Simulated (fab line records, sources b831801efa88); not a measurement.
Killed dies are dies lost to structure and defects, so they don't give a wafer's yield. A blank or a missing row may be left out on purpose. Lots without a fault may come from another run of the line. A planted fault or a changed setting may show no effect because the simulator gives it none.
fab line records | flow sky130 | part 1 of 2: steps 1 to 30 of 31
record lots=6 wafers=18 last_day=49
route steps=708 shown LI_CONTACT@375 LOCAL_INTERCONNECT@387 PAD_OPEN@708
lots that met no fault: from a run of the same line without faults
start_h: hours from the record's first day to the start of the lot's first wafer shown | wait_h: hours since the lot's step before | " the same as in the row above | L1.1+2: a row that stands for several wafers | - no value, or no start given | * or withheld: withheld | < > ~ a bound
route shown NAME@n: a module of which the file shows steps, and the number in the route of the first | usual: mean/standard deviation of fault-free wafers | same: alike in all rows | chamber/n: place in a boat | sites: the reading at each site | _std_site: their standard deviation | _edge_site: outer sites' mean less inner sites' | radius_mm: how far each site lies from the wafer's centre | mask NAME#n: copy n | behind: the tool/chamber that last shaped the wafer | hold: why the lot was held/for how many hours/how that ended | device: the transistor (n, p or np) that didn't switch | end of line: the same wafers' tests at the end of the route | a step without rows: its recipe alone | killed: dies lost to structure and defects at the first sort, not the wafer's yield | map: a wafer's dies, x killed, . not, _ none there
set.NAME: the setting as run; set.NAME@STEP: as run at that earlier step | model.NAME: the simulator's own value behind a step, which no gauge read
lots at some steps of the route; a table a step, a row a wafer
services: from which hour (start_h, from the record's first day; less than 0 if before it) a tool's chamber was out of use, for how many hours, and why
## steps
# step SKY_LI_CONTACT_OVL_MEAS_13
# usual LI_CONTACT_OVL=3/5.1
# columns lot.wafer tool chamber start_h wait_h LI_CONTACT_OVL[nm]
L512.1 overlay-02 - 708.81 0.1 12
L512.2 " - " " 6
L512.6 " - " " 6
L514.4 overlay-02 - 724.89 0.1 3
L514.5 " - " " 7
L514.6 " - " " 6
L525.4 overlay-01 - 799.32 0.1 0
L525.5 " - " " -5
L525.6 " - " " 0
L526.1 overlay-01 - 811.02 0.1 3
L526.4 " - " " 7
L526.6 " - " " 11
L527.1 overlay-02 - 824.77 0.1 11
L527.2 " - " " 0
L527.4 " - " " 1
L528.1 overlay-01 - 832.07 0.1 8
L528.3 " - " " 5
L528.4 " - " " -2
# step SKY_LI_CONTACT_ETCH_14
# recipe chemistry=N2/H2 target=BARC ion_energy_ev=200 source_w=500 bias_w=100 pressure_mtorr=30 n2_flow_sccm=100 h2_flow_sccm=200 stop_on=SiO2 time_s=45.9 target_depth_a=600
# usual drypump_motor_current_A=5.6/0.48 oes_product_au=0.854/0.0049 throttle_valve_pct=13.225/0.0099
# same time_s=45.9
# columns lot.wafer tool chamber start_h wait_h drypump_motor_current_A oes_product_au rf_hours_counter_h throttle_valve_pct
L512.1 rie_diel-04 1 708.85 0.0 5.6 0.857 7 13.228
L512.2 " 0 " " 4.8 0.851 12 13.225
L512.6 " 0 " " 4.8 0.851 - 13.229
L514.4 rie_diel-04 3 724.91 0.0 5.9 0.846 4 13.230
L514.5 " 2 " " 6.6 0.852 - 13.226
L514.6 " 1 " " 5.6 0.861 - 13.212
L525.4 rie_diel-03 0 799.33 0.0 5.8 0.859 5 13.225
L525.5 " 2 " " 4.9 0.854 - 13.233
L525.6 " 1 " " 6.0 0.856 - 13.231
L526.1 rie_diel-04 1 811.06 0.0 5.6 0.847 9 13.234
L526.4 " 3 " " 5.9 0.851 6 13.208
L526.6 " 0 " " 4.8 0.846 - 13.232
L527.1 rie_diel-03 0 824.80 0.0 5.8 0.856 5 13.244
L527.2 " 3 " " 6.0 0.848 7 13.216
L527.4 " 0 " " 5.8 0.857 - 13.224
L528.1 rie_diel-02 3 832.11 0.0 5.1 0.851 18 13.220
L528.3 " 1 " " 5.4 0.856 1 13.214
L528.4 " 2 " " 5.6 0.851 16 13.218
# step SKY_LI_CONTACT_ETCH_15
# recipe target=PSG chemistry=C4F8/O2/Ar stop_on=Si taper_deg=4.15 mask_material=KrF-thick source_w=1500 bias_w=1200 pressure_mtorr=40 c4f8_flow_sccm=withheld O2_flow_sccm=6 Ar_flow_sccm=300 time_s=withheld target_depth_a=6000
# usual oes_product_au=0.836/0.0046
# columns lot.wafer tool chamber start_h wait_h oes_product_au
L512.1 rie_diel-04 1 708.89 0.0 0.835
L512.2 " 0 " " 0.837
L512.6 " 0 " " 0.844
L514.4 rie_diel-04 3 724.95 0.0 0.837
L514.5 " 2 " " 0.836
L514.6 " 1 " " 0.836
L525.4 rie_diel-03 0 799.38 0.0 0.837
L525.5 " 2 " " 0.831
L525.6 " 1 " " 0.841
L526.1 rie_diel-04 1 811.10 0.0 0.838
L526.4 " 3 " " 0.839
L526.6 " 0 " " 0.838
L527.1 rie_diel-03 0 824.84 0.0 0.843
L527.2 " 3 " " 0.835
L527.4 " 0 " " 0.835
L528.1 rie_diel-02 3 832.15 0.0 0.837
L528.3 " 1 " " 0.835
L528.4 " 2 " " 0.832
# step SKY_LI_CONTACT_STRIP_16
# recipe chemistry=O2/N2 power_w=1400 pressure_mtorr=1500 platen_temp_c=withheld o2_flow_sccm=3000 n2_flow_sccm=300 overash_fraction=0.5
# usual drypump_motor_current_A=5.9/0.39 oes_product_au=0.375/0.0049 strip_time_to_endpoint_s=3.48/0.041
# columns lot.wafer tool chamber start_h wait_h drypump_motor_current_A oes_product_au rf_hours_counter_h strip_time_to_endpoint_s
L512.1 plasma_asher-03 1 708.98 - 6.3 0.378 103 3.48
L512.2 " 0 " " 5.4 0.375 103 3.53
L512.6 " 1 " " 6.4 0.378 - 3.51
L514.4 plasma_asher-03 1 725.07 - 6.4 0.370 - 3.52
L514.5 " 1 " " 6.4 0.372 - 3.47
L514.6 " 0 " " 5.4 0.374 - 3.47
L525.4 plasma_asher-02 1 799.50 - 5.8 0.368 - 3.44
L525.5 " 0 " " 6.6 0.375 - 3.46
L525.6 " 1 " " 5.8 0.374 - 3.45
L526.1 plasma_asher-04 1 811.19 - 6.0 0.373 101 3.41
L526.4 " 0 " " 5.6 0.379 - 3.52
L526.6 " 1 " " 6.0 0.382 - 3.55
L527.1 plasma_asher-03 1 824.93 - 6.4 0.373 10 3.40
L527.2 " 0 " " 5.4 0.373 10 3.47
L527.4 " 1 " " 6.4 0.377 - 3.44
L528.1 plasma_asher-02 0 832.24 - 6.5 0.373 34 3.49
L528.3 " 0 " " 6.5 0.372 - 3.45
L528.4 " 1 " " 5.8 0.385 - 3.51
# step SKY_LI_CONTACT_CLEAN_17
# recipe chemistry=NMP time_s=600 temp_c=60 dry=n2_spin
# step SKY_LI_CONTACT_PRE_CLEAN_18
# recipe gas=Ar time_s=5.6 bias_v=358
# step SKY_LI_CONTACT_SPUTTER_19
# recipe material=Ti target_thk_nm=20 chamber_pressure_pa=5 power_w=2500 substrate_temp_c=200 time_s=106.37
# step SKY_LI_CONTACT_SPUTTER_20
# recipe material=TiN target_thk_nm=20 chamber_pressure_pa=5 power_w=4000 time_s=80
# usual cathode_dc_power_W=4000.0/0.74 throttle_valve_pct=30.3/0.72
# same time_s=80
# columns lot.wafer tool chamber start_h wait_h cathode_dc_power_W throttle_valve_pct
L512.1 pvd_sputter-01 - 709.35 0.0 4000.4 30.2
L512.2 " - " " 3999.5 31.5
L512.6 " - " " 3999.6 30.1
L514.4 pvd_sputter-04 - 725.41 0.0 3999.7 31.1
L514.5 " - " " 4000.0 30.5
L514.6 " - " " 4001.2 31.4
L525.4 pvd_sputter-04 - 799.83 0.0 3999.6 31.3
L525.5 " - " " 4000.3 29.3
L525.6 " - " " 4000.1 31.1
L526.1 pvd_sputter-04 - 811.56 0.0 4000.5 29.4
L526.4 " - " " 3998.8 30.6
L526.6 " - " " 3999.3 31.4
L527.1 pvd_sputter-04 - 825.30 0.0 4002.1 30.5
L527.2 " - " " 4000.0 31.3
L527.4 " - " " 3999.7 29.6
L528.1 pvd_sputter-04 - 832.63 0.0 3999.7 30.1
L528.3 " - " " 3998.9 29.1
L528.4 " - " " 4000.8 30.5
# step SKY_LI_CONTACT_CVD_21
# recipe material=W target_thk_nm=400 time_s=120.56 temp_c=400 pressure_torr=40
# step SKY_LI_CONTACT_RS_MEAS_22
# recipe thk_meas_gauge=four-point-probe reads=W_of_LI_CONTACT_CVD_21+TiN_of_LI_CONTACT_SPUTTER_20+Ti_of_LI_CONTACT_SPUTTER_19
# usual LI_CONTACT_W_RS=0.2850/0.0027
# columns lot.wafer tool chamber start_h wait_h LI_CONTACT_W_RS[ohm/sq]
L512.1 film_metro-04 - 709.54 0.1 0.2839
L512.2 " - " " 0.2883
L512.6 " - " " 0.2847
L514.4 film_metro-02 - 725.65 0.1 0.2850
L514.5 " - " " 0.2867
L514.6 " - " " 0.2857
L525.4 film_metro-02 - 800.08 0.1 0.2851
L525.5 " - " " 0.2842
L525.6 " - " " 0.2808
L526.1 film_metro-03 - 811.74 0.1 0.2887
L526.4 " - " " 0.2841
L526.6 " - " " 0.2927
L527.1 film_metro-03 - 825.49 0.1 0.2825
L527.2 " - " " 0.2807
L527.4 " - " " 0.2797
L528.1 film_metro-04 - 832.82 0.1 0.2865
L528.3 " - " " 0.2830
L528.4 " - " " 0.2840
# step SKY_LI_CONTACT_THK_MEAS_23
# recipe thk_meas_gauge=xrf reads=W_of_LI_CONTACT_CVD_21
# usual LI_CONTACT_W_THK=397/5.9
# columns lot.wafer tool chamber start_h wait_h LI_CONTACT_W_THK[nm]
L512.1 film_metro-04 - 709.66 0.1 398
L512.2 " - " " 390
L512.6 " - " " 396
L514.4 film_metro-02 - 725.74 0.1 394
L514.5 " - " " 388
L514.6 " - " " 391
L525.4 film_metro-02 - 800.17 0.1 398
L525.5 " - " " 398
L525.6 " - " " 408
L526.1 film_metro-03 - 811.86 0.1 400
L526.4 " - " " 404
L526.6 " - " " 395
L527.1 film_metro-03 - 825.61 0.1 406
L527.2 " - " " 411
L527.4 " - " " 410
L528.1 film_metro-04 - 832.94 0.1 391
L528.3 " - " " 392
L528.4 " - " " 397
# step SKY_LI_CONTACT_CMP_24
# recipe stop_on=PSG t_overpolish_s=20 down_force_psi=3.5 platen_rpm=60 target_thk_nm=0 pad_velocity_m_s=0.94248
# step SKY_LOCAL_INTERCONNECT_SPUTTER_00
# recipe material=TiN target_thk_nm=100 temp_c=300 power_w=6500 time_s=83.3 chamber_pressure_pa=0.4
# usual cathode_dc_power_W=6499.9/1.2 throttle_valve_pct=30.2/0.52
# columns lot.wafer tool chamber start_h wait_h cathode_dc_power_W throttle_valve_pct model.TiN_of_LOCAL_INTERCONNECT_SPUTTER_00.thk_nm
L512.1 pvd_sputter-01 - 710.02 0.2 6499.9 30.3 102.3
L512.2 " - " " 6501.3 29.9 102.4
L512.6 " - " " 6498.7 30.0 102.8
L514.4 pvd_sputter-02 - 726.07 0.2 6497.7 31.0 98.69
L514.5 " - " " 6499.7 30.5 99.3
L514.6 " - " " 6501.5 30.7 98.93
L525.4 pvd_sputter-02 - 800.50 0.1 6499.8 30.4 100.4
L525.5 " - " " 6499.9 30.5 101.3
L525.6 " - " " 6502.5 29.8 90.02
L526.1 pvd_sputter-02 - 812.22 0.2 6499.9 30.5 90.16
L526.4 " - " " 6498.3 30.4 99.98
L526.6 " - " " 6498.7 30.4 90.66
L527.1 pvd_sputter-03 - 825.97 0.1 6500.2 30.1 100.7
L527.2 " - " " 6497.1 30.5 101.1
L527.4 " - " " 6499.2 29.7 100.1
L528.1 pvd_sputter-01 - 833.30 0.2 6498.0 29.9 100.6
L528.3 " - " " 6500.1 31.8 101.8
L528.4 " - " " 6500.7 30.1 101.8
# step SKY_LOCAL_INTERCONNECT_RS_MEAS_01
# recipe thk_meas_gauge=four-point-probe reads=TiN_of_LOCAL_INTERCONNECT_SPUTTER_00
# usual LOCAL_INTERCONNECT_TIN_RS=14.10/0.16
# columns lot.wafer tool chamber start_h wait_h LOCAL_INTERCONNECT_TIN_RS[ohm/sq]
L512.1 film_metro-01 - 710.08 0.0 13.80
L512.2 " - " " 13.79
L512.6 " - " " 13.74
L514.4 film_metro-02 - 726.20 0.1 14.32
L514.5 " - " " 14.22
L514.6 " - " " 14.28
L525.4 film_metro-01 - 800.62 0.1 14.08
L525.5 " - " " 13.93
L525.6 " - " " 15.78
L526.1 film_metro-02 - 812.29 0.0 15.75
L526.4 " - " " 14.13
L526.6 " - " " 15.65
L527.1 film_metro-01 - 826.03 0.0 14.01
L527.2 " - " " 14.00
L527.4 " - " " 14.12
L528.1 film_metro-02 - 833.36 0.0 14.01
L528.3 " - " " 13.86
L528.4 " - " " 13.87
# step SKY_LOCAL_INTERCONNECT_THK_MEAS_02
# recipe thk_meas_gauge=xrf reads=TiN_of_LOCAL_INTERCONNECT_SPUTTER_00
# usual LOCAL_INTERCONNECT_TIN_THK=98.9/1.1
# columns lot.wafer tool chamber start_h wait_h LOCAL_INTERCONNECT_TIN_THK[nm]
L512.1 film_metro-01 - 710.20 0.1 101.1
L512.2 " - " " 101.5
L512.6 " - " " 101.3
L514.4 film_metro-02 - 726.29 0.1 97.7
L514.5 " - " " 98.2
L514.6 " - " " 97.9
L525.4 film_metro-01 - 800.71 0.1 98.8
L525.5 " - " " 100.2
L525.6 " - " " 89.6
L526.1 film_metro-02 - 812.41 0.1 88.6
L526.4 " - " " 98.3
L526.6 " - " " 89.1
L527.1 film_metro-01 - 826.15 0.1 99.9
L527.2 " - " " 100.0
L527.4 " - " " 99.2
L528.1 film_metro-02 - 833.48 0.1 98.4
L528.3 " - " " 99.8
L528.4 " - " " 99.5
# step SKY_LOCAL_INTERCONNECT_DEHYDRATE_03
# recipe temp_c=200 time_s=60
# step SKY_LOCAL_INTERCONNECT_HMDS_04
# recipe prime_time_s=60 prime_temp_c=120
# step SKY_LOCAL_INTERCONNECT_COAT_05
# recipe resist=BARC temp_c=withheld time_s=withheld spin_rpm=3000 resist_thk_nm=60
# step SKY_LOCAL_INTERCONNECT_COAT_06
# recipe resist=KrF-thick spin_rpm=3000 resist_thk_nm=450
# step SKY_LOCAL_INTERCONNECT_SOFTBAKE_07
# recipe temp_c=100 time_s=90 resist=KrF-thick
# step SKY_LOCAL_INTERCONNECT_EXPOSE_08
# recipe mask_id=LI1M na=0.8 source_shape=annular sigma_inner=0.55 sigma_outer=0.85 target_cd_nm=170 dose_mj=28
# step SKY_LOCAL_INTERCONNECT_PEB_09
# recipe peb_temp_c=withheld peb_time_s=withheld resist=KrF-thick
# step SKY_LOCAL_INTERCONNECT_DEVELOP_10
# recipe develop_time_s=60 resist=KrF-thick dev_temp_c=21
# step SKY_LOCAL_INTERCONNECT_CD_MEAS_11
# recipe target_cd_nm=170
# usual cd_nm=169.7/1.5
# columns lot.wafer tool chamber start_h wait_h cd_nm
L512.1 cd_sem-02 - 737.41 - 167.9
L512.2 " - " " 170.8
L512.6 " - " " 168.6
L514.4 cd_sem-01 - 753.86 - 170.1
L514.5 " - " " 169.4
L514.6 " - " " 170.8
L525.4 cd_sem-01 - 827.51 - 170.4
L525.5 " - " " 170.8
L525.6 " - " " 171.2
L526.1 cd_sem-01 - 839.71 - 170.0
L526.4 " - " " 168.8
L526.6 " - " " 170.0
L527.1 cd_sem-01 - 853.01 - 170.0
L527.2 " - " " 172.2
L527.4 " - " " 173.2
L528.1 cd_sem-01 - 859.95 - 169.9
L528.3 " - " " 169.6
L528.4 " - " " 169.5
# step SKY_LOCAL_INTERCONNECT_OVL_MEAS_12
# usual LOCAL_INTERCONNECT_OVL=3/4.7
# columns lot.wafer tool chamber start_h wait_h LOCAL_INTERCONNECT_OVL[nm]
L512.1 overlay-01 - 737.53 0.1 6
L512.2 " - " " -2
L512.6 " - " " 3
L514.4 overlay-01 - 753.94 0.1 1
L514.5 " - " " -2
L514.6 " - " " 1
L525.4 overlay-01 - 827.58 0.1 2
L525.5 " - " " 1
L525.6 " - " " 2
L526.1 overlay-01 - 839.83 0.1 3
L526.4 " - " " -2
L526.6 " - " " 5
L527.1 overlay-02 - 853.13 0.1 9
L527.2 " - " " 1
L527.4 " - " " 1
L528.1 overlay-02 - 860.07 0.1 4
L528.3 " - " " 6
L528.4 " - " " -4
# step SKY_LOCAL_INTERCONNECT_ETCH_13
# recipe chemistry=N2/H2 target=BARC ion_energy_ev=200 bias_w=100 pressure_mtorr=30 n2_flow_sccm=100 h2_flow_sccm=200 icp_w=500 stop_on=SiO2 time_s=45.9 target_depth_a=600
# step SKY_LOCAL_INTERCONNECT_METAL_ETCH_14
# recipe target_depth_nm=110 stop_on=PSG chemistry=Cl2/BCl3 target=TiN resist_sidewall_deg=88 pressure_mtorr=10 icp_w=900 bias_w=48.5 Cl2_flow_sccm=60 bcl3_flow_sccm=30 time_s=31.4
# usual drypump_motor_current_A=5.7/0.49 oes_product_au=0.942/0.0072 throttle_valve_pct=21.901/0.01
# same time_s=31.4
# columns lot.wafer tool chamber start_h wait_h drypump_motor_current_A oes_product_au rf_hours_counter_h throttle_valve_pct
L512.1 rie_metal-01 0 737.63 0.0 5.3 0.950 13 21.908
L512.2 " 1 " " 5.0 0.950 6 21.900
L512.6 " 0 " " 5.3 0.953 - 21.875
L514.4 rie_metal-03 1 754.04 0.0 6.4 0.937 - 21.908
L514.5 " 0 " " 5.6 0.935 - 21.908
L514.6 " 1 " " 6.5 0.942 - 21.904
L525.4 rie_metal-03 1 827.68 0.0 6.5 0.939 - 21.909
L525.5 " 0 " " 5.6 0.950 - 21.890
L525.6 " 1 " " 6.4 0.882 - 21.933
L526.1 rie_metal-03 1 839.93 0.0 6.5 0.887 2 21.923
L526.4 " 1 " " 6.5 0.939 - 21.890
L526.6 " 1 " " 6.4 0.890 - 21.939
L527.1 rie_metal-03 0 853.23 0.0 5.6 0.939 7 21.906
L527.2 " 1 " " 6.5 0.946 2 21.893
L527.4 " 0 " " 5.6 0.951 - 21.889
L528.1 rie_metal-03 1 860.16 0.0 6.4 0.950 3 21.888
L528.3 " 0 " " 5.5 0.952 - 21.887
L528.4 " 1 " " 6.4 0.951 - 21.892
# step SKY_LOCAL_INTERCONNECT_STRIP_15
# recipe chemistry=O2/N2 power_w=1400 pressure_mtorr=1500 platen_temp_c=withheld o2_flow_sccm=3000 n2_flow_sccm=300 overash_fraction=0.5
# usual drypump_motor_current_A=5.7/0.5 oes_product_au=0.427/0.0045 strip_time_to_endpoint_s=4.719/0.021
# columns lot.wafer tool chamber start_h wait_h drypump_motor_current_A oes_product_au rf_hours_counter_h strip_time_to_endpoint_s
L512.1 plasma_asher-04 0 737.68 0.0 5.6 0.425 93 4.736
L512.2 " 1 " " 6.0 0.431 93 4.751
L512.6 " 0 " " 5.6 0.436 - 4.724
L514.4 plasma_asher-04 0 754.11 0.1 5.7 0.435 - 4.715
L514.5 " 0 " " 5.7 0.430 - 4.697
L514.6 " 1 " " 6.0 0.433 - 4.722
L525.4 plasma_asher-04 1 827.75 0.1 6.0 0.431 - 4.748
L525.5 " 0 " " 5.6 0.426 - 4.736
L525.6 " 1 " " 5.9 0.424 - 4.741
L526.1 plasma_asher-01 0 839.98 0.0 5.0 0.423 73 4.730
L526.4 " 0 " " 5.0 0.426 - 4.737
L526.6 " 1 " " 4.8 0.429 - 4.719
L527.1 plasma_asher-04 0 853.28 0.0 5.6 0.422 106 4.705
L527.2 " 1 " " 6.0 0.425 106 4.733
L527.4 " 0 " " 5.6 0.429 - 4.710
L528.1 plasma_asher-02 1 860.22 0.0 5.7 0.436 37 4.720
L528.3 " 1 " " 5.7 0.429 - 4.683
L528.4 " 0 " " 6.6 0.422 - 4.734
# step SKY_LOCAL_INTERCONNECT_STRIP_16
# recipe chemistry=post_etch_residue_remover time_s=1200 temp_c=72.5
# same time_s=1200
# columns lot.wafer tool chamber start_h wait_h model.TiN_of_LOCAL_INTERCONNECT_SPUTTER_00.thk_nm
L512.1 wet_bench-03 3 737.78 0.1 101.9
L512.2 " 3 " " 102
L512.6 " 3 " " 102.4
L514.4 wet_bench-01 3 754.17 0.0 98.26
L514.5 " 3 " " 98.87
L514.6 " 3 " " 98.51
L525.4 wet_bench-01 2 827.82 0.0 99.95
L525.5 " 2 " " 100.9
L525.6 " 2 " " 89.6
L526.1 wet_bench-03 1 840.08 0.1 89.74
L526.4 " 1 " " 99.56
L526.6 " 1 " " 90.24
L527.1 wet_bench-03 0 853.38 0.1 100.3
L527.2 " 0 " " 100.7
L527.4 " 0 " " 99.7
L528.1 wet_bench-03 0 860.32 0.1 100.2
L528.3 " 0 " " 101.4
L528.4 " 0 " " 101.3
# step SKY_LOCAL_INTERCONNECT_CLEAN_17
# recipe chemistry=IPA time_s=180 temp_c=25
## key
first_sign step=SKY_LOCAL_INTERCONNECT_RS_MEAS_01 reading=LOCAL_INTERCONNECT_TIN_RS direction=up sigmas=10 usual=14.10 struck=15.73
effect step=SKY_LOCAL_INTERCONNECT_THK_MEAS_02 reading=LOCAL_INTERCONNECT_TIN_THK direction=down sigmas=8.9 usual=98.9 struck=89.1
effect step=SKY_LOCAL_INTERCONNECT_METAL_ETCH_14 reading=oes_product_au direction=down sigmas=7.8 usual=0.942 struck=0.886
model_effect step=SKY_LOCAL_INTERCONNECT_SPUTTER_00 value=TiN_of_LOCAL_INTERCONNECT_SPUTTER_00.thk_nm without=100.4 struck=90.28
model_effect step=SKY_LOCAL_INTERCONNECT_STRIP_16 value=TiN_of_LOCAL_INTERCONNECT_SPUTTER_00.thk_nm without=100 struck=89.86
model_effect step=SKY_PAD_OPEN_PROBE_99 value=etest.res_li.line_ohm_um without=74.69 struck=83.09
met_at SKY_LOCAL_INTERCONNECT_SPUTTER_00
struck_wafers L525.6,L526.1,L526.6
tester_left_out L525,L526
onset_between 726.07 800.50
fault kind=process_parameter_drift tool=pvd_sputter-02 chamber=- onset_h=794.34 steps=SKY_LOCAL_INTERCONNECT_SPUTTER_00 channel=time_s offset=* shape=step end_h=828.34 scope=struck_wafers_only acts_in=* stated=*
# tester_left_out: of these lots the tester's yield and bins aren't shown, on N5 and GAA mostly nor the transistor test; their killed dies are dies lost to structure and defects alone, not to doping, threshold or leakage, so they don't give the yield
